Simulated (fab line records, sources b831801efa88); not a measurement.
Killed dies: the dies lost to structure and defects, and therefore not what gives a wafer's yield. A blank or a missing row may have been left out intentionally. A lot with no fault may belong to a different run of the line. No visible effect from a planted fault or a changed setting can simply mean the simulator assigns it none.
Chamber matching    flow sky130    SKY_CAPM_CVD_00 on pecvd-01: 3 sister chambers
The step deposits SiO2, target thk 15.5 nm. 6 wafers are shown with their chamber, then 9 later ones without.

== WAFERS, EACH WITH ITS CHAMBER ==
wafer   chamber  heater-power-w (W)  rf-fwd-power-W (W)
L090.2  2        753                 437.5
L090.4  1        700                 445.1
L090.5  2        766                 438.6
L091.1  1        735                 439.9
L091.2  0        578                 443.8
L091.4  0        592                 443.3

== WAFERS MISSING THEIR CHAMBER ==
wafer   heater-power-w (W)  rf-fwd-power-W (W)
L093.2  712                 439.6
L093.3  784                 438.5
L093.4  767                 437.5
L095.1  798                 437.3
L095.3  627                 444.9
L095.4  776                 436.5
L096.4  633                 441.7
L096.5  609                 445.0
L096.6  797                 439.2

== WHICH CHAMBER EACH ONE RAN IN ==
wafer    from the rows above       in truth
L093.2   can't be placed: 1 or 2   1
L093.3   2                         2
L093.4   2                         2
L095.1   2                         2
L095.3   0                         0
L095.4   2                         2
L096.4   0                         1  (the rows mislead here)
L096.5   0                         0
L096.6   2                         2
Correct placement for 7 of the 9. Unplaceable from these rows: 1, with the true chamber sitting among the candidates in 1. Placed wrongly: 1.
How it was worked out, from the rows above alone: a wafer's distance from a chamber is the root of the sum, over the readings, of the square of ((its reading less the chamber's mean) divided by the reading's scatter). If the next closest chamber is less than 2 further off than the closest, the wafer can't be placed; otherwise it belongs to the closest. For every chamber, the mean is computed from those of its wafers that are shown. How the scatter is found: for the shown wafers, subtract from each reading the mean of its chamber, square and add these, divide the total by (wafers less chambers), then take the root.
